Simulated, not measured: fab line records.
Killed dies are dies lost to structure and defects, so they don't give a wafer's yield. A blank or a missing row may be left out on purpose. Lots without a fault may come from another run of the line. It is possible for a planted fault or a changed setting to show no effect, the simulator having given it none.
Check for tools in common || flow sky130 || Sample size 12 lots and 36 wafers

## THE REASON FOR OPENING IT
Of 12 lots, 3 have the reading SONOS_ONO_CVD_04_THK flagged at SKY_SONOS_ONO_THK_MEAS_05. Fault-free wafers read 5.65 nm, with a standard deviation of 0.11.
Rule: a lot is flagged in two cases, either no wafer of it has a number, or all its wafers with numbers fall more than 4 standard deviations from that mean. The other lots count as sound.

{"lot": "L537", "measured": "day 11 17:39", "on": "film metro-04", "SONOS_ONO_CVD_04_THK (nm), wafer by wafer": "5.59 5.63 5.69", "flag": ""}
{"lot": "L538", "measured": "day 12 04:11", "on": "film metro-01", "SONOS_ONO_CVD_04_THK (nm), wafer by wafer": "5.53 5.54 5.52", "flag": ""}
{"lot": "L539", "measured": "day 12 14:46", "on": "film metro-03", "SONOS_ONO_CVD_04_THK (nm), wafer by wafer": "5.59 5.62 5.57", "flag": ""}
{"lot": "L541", "measured": "day 13 05:11", "on": "film metro-03", "SONOS_ONO_CVD_04_THK (nm), wafer by wafer": "5.68 5.74 5.79", "flag": ""}
{"lot": "L542", "measured": "day 13 19:14", "on": "film metro-01", "SONOS_ONO_CVD_04_THK (nm), wafer by wafer": "5.70 5.65 5.71", "flag": ""}
{"lot": "L544", "measured": "day 14 04:54", "on": "film metro-03", "SONOS_ONO_CVD_04_THK (nm), wafer by wafer": "5.86 5.83 5.83", "flag": ""}
{"lot": "L548", "measured": "day 15 09:55", "on": "film metro-04", "SONOS_ONO_CVD_04_THK (nm), wafer by wafer": "8.67 8.66 8.79", "flag": "FLAGGED"}
{"lot": "L549", "measured": "day 15 20:59", "on": "film metro-03", "SONOS_ONO_CVD_04_THK (nm), wafer by wafer": "8.68 8.73 8.79", "flag": "FLAGGED"}
{"lot": "L550", "measured": "day 16 12:37", "on": "film metro-03", "SONOS_ONO_CVD_04_THK (nm), wafer by wafer": "8.82 8.79 8.83", "flag": "FLAGGED"}
{"lot": "L557", "measured": "day 18 18:25", "on": "film metro-04", "SONOS_ONO_CVD_04_THK (nm), wafer by wafer": "5.94 5.84 5.90", "flag": ""}
{"lot": "L559", "measured": "day 19 01:53", "on": "film metro-03", "SONOS_ONO_CVD_04_THK (nm), wafer by wafer": "5.82 5.79 5.79", "flag": ""}
{"lot": "L558", "measured": "day 19 07:50", "on": "film metro-04", "SONOS_ONO_CVD_04_THK (nm), wafer by wafer": "5.63 5.70 5.59", "flag": ""}
On average the flagged lots' numbers are 8.75 nm, which is +3.10 nm against the usual, or +28 standard deviations.

## TOOL THAT RAN EACH LOT
The record keeps 1 process step preceding the reading, out of 708 steps on the route. Read each cell as the tool, then ch plus the chambers that the sampled wafers visited, then the start.
{"lot": "L537", "flag": "", "SKY_SONOS_ONO_CVD_04": "lpcvd-03 ch 0, day 11 16:23"}
{"lot": "L538", "flag": "", "SKY_SONOS_ONO_CVD_04": "lpcvd-03 ch 1, day 12 02:17"}
{"lot": "L539", "flag": "", "SKY_SONOS_ONO_CVD_04": "lpcvd-03 ch 1, day 12 12:53"}
{"lot": "L541", "flag": "", "SKY_SONOS_ONO_CVD_04": "lpcvd-03 ch 1, day 13 03:55"}
{"lot": "L542", "flag": "", "SKY_SONOS_ONO_CVD_04": "lpcvd-03 ch 1, day 13 17:59"}
{"lot": "L544", "flag": "", "SKY_SONOS_ONO_CVD_04": "lpcvd-03 ch 1, day 14 03:39"}
{"lot": "L548", "flag": "FLAGGED", "SKY_SONOS_ONO_CVD_04": "lpcvd-03 ch 1, day 15 08:40"}
{"lot": "L549", "flag": "FLAGGED", "SKY_SONOS_ONO_CVD_04": "lpcvd-03 ch 1, day 15 19:43"}
{"lot": "L550", "flag": "FLAGGED", "SKY_SONOS_ONO_CVD_04": "lpcvd-03 ch 1, day 16 10:44"}
{"lot": "L557", "flag": "", "SKY_SONOS_ONO_CVD_04": "lpcvd-03 ch 0, day 18 17:10"}
{"lot": "L559", "flag": "", "SKY_SONOS_ONO_CVD_04": "lpcvd-03 ch 0, day 19 00:38"}
{"lot": "L558", "flag": "", "SKY_SONOS_ONO_CVD_04": "lpcvd-03 ch 1, day 19 06:35"}
What these steps do:
- SKY_SONOS_ONO_CVD_04: deposits SiO2 from SiH4/N2O, target thk 5.7199 nm.
- SKY_SONOS_ONO_THK_MEAS_05

## FLAGGED OVER TOTAL, TOOL BY TOOL (the gauges that took the reading come last)
{"step": "SKY_SONOS_ONO_CVD_04", "tool": "lpcvd-03", "lots run": 12, "flagged": 3, "share of the flagged lots": "all", "sound lots run after its first flagged lot": "3 (L557,L559,L558)"}
{"step": "SKY_SONOS_ONO_THK_MEAS_05", "tool": "film metro-01", "lots run": 2, "flagged": 0, "share of the flagged lots": "none", "sound lots run after its first flagged lot": "-"}
{"step": "SKY_SONOS_ONO_THK_MEAS_05", "tool": "film metro-03", "lots run": 6, "flagged": 2, "share of the flagged lots": "some", "sound lots run after its first flagged lot": "1 (L559)"}
{"step": "SKY_SONOS_ONO_THK_MEAS_05", "tool": "film metro-04", "lots run": 4, "flagged": 1, "share of the flagged lots": "some", "sound lots run after its first flagged lot": "2 (L557,L558)"}

## WHAT THE TABLE ALLOWS
In the table, 1 row covers all flagged lots: lpcvd-03 at SKY_SONOS_ONO_CVD_04.
- lpcvd-03 at SKY_SONOS_ONO_CVD_04 ran 12 lots, 3 of them flagged. After the first flagged lot (L557, L559, L558), sound lots still ran on it; a lasting fault on the whole tool would not permit that. Its own readings lie more than 4 standard deviations out on every wafer of the flagged lots: spike tc bottom C, spike tc centre C, spike tc lower C, spike tc top C, spike tc upper C, susceptor temp C.
No row of the table ran every flagged lot and no sound lot after the first.

## WHAT THE SIMULATOR HAD PUT IN
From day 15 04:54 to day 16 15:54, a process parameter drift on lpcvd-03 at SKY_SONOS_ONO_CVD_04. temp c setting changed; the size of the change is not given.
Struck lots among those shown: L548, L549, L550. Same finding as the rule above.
